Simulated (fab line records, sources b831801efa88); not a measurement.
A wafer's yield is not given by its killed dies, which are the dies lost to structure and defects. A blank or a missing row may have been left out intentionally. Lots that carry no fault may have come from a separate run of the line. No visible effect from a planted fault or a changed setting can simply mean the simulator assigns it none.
What tool caused it? ; flow gf180mcu ; 13 lots, 39 wafers sampled, at 6 steps of a route of 602

== WHAT THE GAUGES READ, wafer by wafer ==
GF_STI_THK_MEAS_02.
lot;measured;on;STI_OXIDATION_THK (nm)
L650;day 1 12:14;film metro-02;10.18 10.20 10.13
L651;day 1 17:43;film metro-04;9.89 9.91 10.02
L652;day 1 22:57;film metro-03;9.61 9.49 9.71
L653;day 2 02:49;film metro-03;9.92 10.09 9.98
L654;day 2 07:49;film metro-03;9.56 9.58 9.76
L656;day 2 17:56;film metro-02;10.04 9.95 10.01
L657;day 2 22:31;film metro-03;9.63 9.68 9.60
L661;day 3 18:31;film metro-03;9.99 9.84 9.72
L664;day 4 11:01;film metro-04;10.07 10.20 10.05
L667;day 5 00:44;film metro-03;10.19 9.94 10.16
L669;day 5 10:31;film metro-04;10.04 10.19 9.93
L670;day 5 17:14;film metro-04;9.71 9.88 9.82
L672;day 6 01:31;film metro-03;10.15 10.01 10.10

GF_NWELL_OVL_MEAS_07.
lot;measured;on;NWELL_OVL (nm)
L650;day 3 07:10;overlay-01;-0.8 0.2 1.1
L651;day 3 12:47;overlay-01;1.1 -0.4 1.0
L652;day 3 18:58;overlay-01;1.6 -1.0 0.5
L653;day 4 00:04;overlay-02;-0.7 1.4 -0.7
L654;day 4 03:40;overlay-02;-1.0 -1.1 -0.4
L656;day 4 17:16;overlay-02;-1.2 1.5 1.0
L657;day 4 20:21;overlay-02;-0.2 -0.5 0.9
L661;day 5 19:27;overlay-01;1.1 2.5 1.4
L664;day 6 11:43;overlay-01;3.1 1.5 2.8
L667;day 7 05:33;overlay-01;0.3 0.3 1.8
L669;day 7 14:22;overlay-02;0.8 0.4 -0.5
L670;day 7 23:10;overlay-01;-2.6 0.7 1.0
L672;day 8 07:40;overlay-02;1.7 1.4 1.6

GF_LVPWELL_TW_MEAS_11.
lot;measured;on;LVPWELL_TW
L650;day 3 21:09;film metro-01;557 561 558
L651;day 4 02:49;film metro-03;552 550 554
L652;day 4 08:53;film metro-03;552 555 554
L653;day 4 13:41;film metro-03;549 549 550
L654;day 4 18:39;film metro-02;552 552 552
L656;day 5 08:06;film metro-01;557 558 561
L657;day 5 11:23;film metro-03;556 555 555
L661;day 6 11:35;film metro-03;601 605 609
L664;day 7 03:52;film metro-01;613 612 613
L667;day 7 21:41;film metro-02;560 559 561
L669;day 8 06:48;film metro-02;550 549 554
L670;day 8 16:12;film metro-01;560 558 558
L672;day 9 00:59;film metro-02;558 556 555

GF_VT_IMPLANT_RS_MEAS_48: measures by four-point-probe.
lot;measured;on;LVPWELL_RS (ohm/sq)
L650;day 7 12:44;film metro-01;1198 1199 1196
L651;day 7 19:41;film metro-01;1199 1196 1201
L652;day 8 02:04;film metro-02;1195 1189 1193
L653;day 8 08:41;film metro-01;1195 1200 1202
L654;day 8 15:46;film metro-02;1199 1195 1200
L656;day 9 07:15;film metro-01;1188 1190 1191
L657;day 9 10:26;film metro-01;1193 1193 1194
L661;day 10 13:59;film metro-01;1429 1432 1429
L664;day 11 10:05;film metro-03;1432 1430 1427
L667;day 12 07:51;film metro-02;1198 1200 1202
L669;day 12 20:19;film metro-03;1197 1198 1197
L670;day 13 08:06;film metro-03;1191 1190 1190
L672;day 13 17:31;film metro-01;1189 1189 1192

== WHAT TOOL EACH LOT RAN ON (gives the tool, then ch and the chambers of the sampled wafers, and finally the start) ==
lot;GF_LVPWELL_IMPLANT_08;GF_VT_IMPLANT_STRIP_09
L650;implanter-03 ch 0, day 3 20:47;plasma asher-03 ch 0,1, day 5 15:38
L651;implanter-04 ch 0, day 4 02:26;plasma asher-03 ch 0,1, day 5 21:31
L652;implanter-03 ch 0, day 4 08:31;plasma asher-02 ch 0, day 6 03:17
L653;implanter-04 ch 0, day 4 13:17;plasma asher-03 ch 0,1, day 6 09:05
L654;implanter-01 ch 0, day 4 18:16;plasma asher-04 ch 0,1, day 6 15:08
L656;implanter-01 ch 0, day 5 07:42;plasma asher-04 ch 0, day 7 05:56
L657;implanter-01 ch 0, day 5 10:59;plasma asher-02 ch 0,1, day 7 08:39
L661;implanter-01 ch 0, day 6 11:11;plasma asher-04 ch 0,1, day 8 10:20
L664;implanter-01 ch 0, day 7 03:30;plasma asher-02 ch 0,1, day 9 03:49
L667;implanter-04 ch 0, day 7 21:17;plasma asher-02 ch 0,1, day 10 00:27
L669;implanter-03 ch 0, day 8 06:25;plasma asher-04 ch 0,1, day 10 10:08
L670;implanter-04 ch 0, day 8 15:48;plasma asher-04 ch 1, day 10 21:11
L672;implanter-04 ch 0, day 9 00:36;plasma asher-02 ch 0,1, day 11 06:03
- GF_LVPWELL_IMPLANT_08
- GF_VT_IMPLANT_STRIP_09: strips in O2/N2.

== WHAT THE TOOLS THEMSELVES READ (means of the sampled wafers that have a number; where no wafer has one, the mark that the record gives instead) ==
GF_LVPWELL_IMPLANT_08.
lot;tool;tilt deg (degrees)
L650;implanter-03;0.008
L651;implanter-04;-0.006
L652;implanter-03;-0.024
L653;implanter-04;-0.005
L654;implanter-01;0.013
L656;implanter-01;-0.012
L657;implanter-01;0.000
L661;implanter-01;6.654
L664;implanter-01;6.641
L667;implanter-04;-0.008
L669;implanter-03;-0.013
L670;implanter-04;0.011
L672;implanter-04;0.018

GF_VT_IMPLANT_STRIP_09.
lot;tool;drypump motor current A (A);heater power w (W);oes product au (a.u.);strip time to endpoint s (s)
L650;plasma asher-03;5.96;284;0.713;12.59
L651;plasma asher-03;5.97;291;0.714;12.65
L652;plasma asher-02;5.72;350;0.716;12.70
L653;plasma asher-03;5.70;298;0.718;12.70
L654;plasma asher-04;5.83;338;0.713;12.63
L656;plasma asher-04;5.98;359;0.716;12.60
L657;plasma asher-02;5.86;360;0.720;12.66
L661;plasma asher-04;5.81;336;0.720;12.65
L664;plasma asher-02;5.81;352;0.716;12.66
L667;plasma asher-02;5.89;351;0.714;12.61
L669;plasma asher-04;5.89;348;0.712;12.62
L670;plasma asher-04;5.72;324;0.714;12.62
L672;plasma asher-02;5.81;352;0.717;12.65

== THE ANSWER, worked out from the rows above alone ==
Rule: what is usual is taken from the lots themselves. The widest of any qualifying gaps counts: lots, ordered by their means at a reading, are off when they make up no more than a third of the lots, leave a main group of 4 or more, and stand apart from it by 3 or more times the standard deviation of that group's means. If all means in a main group match to the digits the tables above print for the reading, that group is not used. A lot without any number at a reading at which 4 lots or more have one is off too. Any other lot the step has rows for is counted as sound. First the gauges in route order, then the tools' own readings, where a lot's mean is used as printed above. The first step at which some lot is off is used, and at that step the reading that is off furthest; a lot without a number counts as furthest.
Off: at GF_LVPWELL_TW_MEAS_11 (LVPWELL_TW), L661, L664. Main group: mean 555, sd 3.5.
If a tool, at a process step before that reading, ran all the lots that are off and no sound lot after the first of them, it fits. Not tried: the gauges at GF_LVPWELL_TW_MEAS_11; whatever is off there is also off at GF_LVPWELL_IMPLANT_08, on other tools, and gauge error can't account for it. One candidate fits, namely implanter-01 at GF_LVPWELL_IMPLANT_08. A fault onset in the window from L657 (day 5 10:59, its last sound lot) to L661 (day 6 11:11, its first lot off) fits.
The tool's own readings at GF_LVPWELL_IMPLANT_08 bear it out: on the lots that are off they differ by more than 5 times the standard deviation of the sound lots' means. tilt deg reads 6.647 degrees there against -0.002 degrees on the sound lots.

== WHAT THE SIMULATOR HAD PUT IN ==
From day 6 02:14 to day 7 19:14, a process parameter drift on implanter-01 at GF_LVPWELL_IMPLANT_08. Setting tilt deg, moved by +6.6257, from 0. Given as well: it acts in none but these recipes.
Struck lots among those shown: L661, L664. Same finding as the rule above.
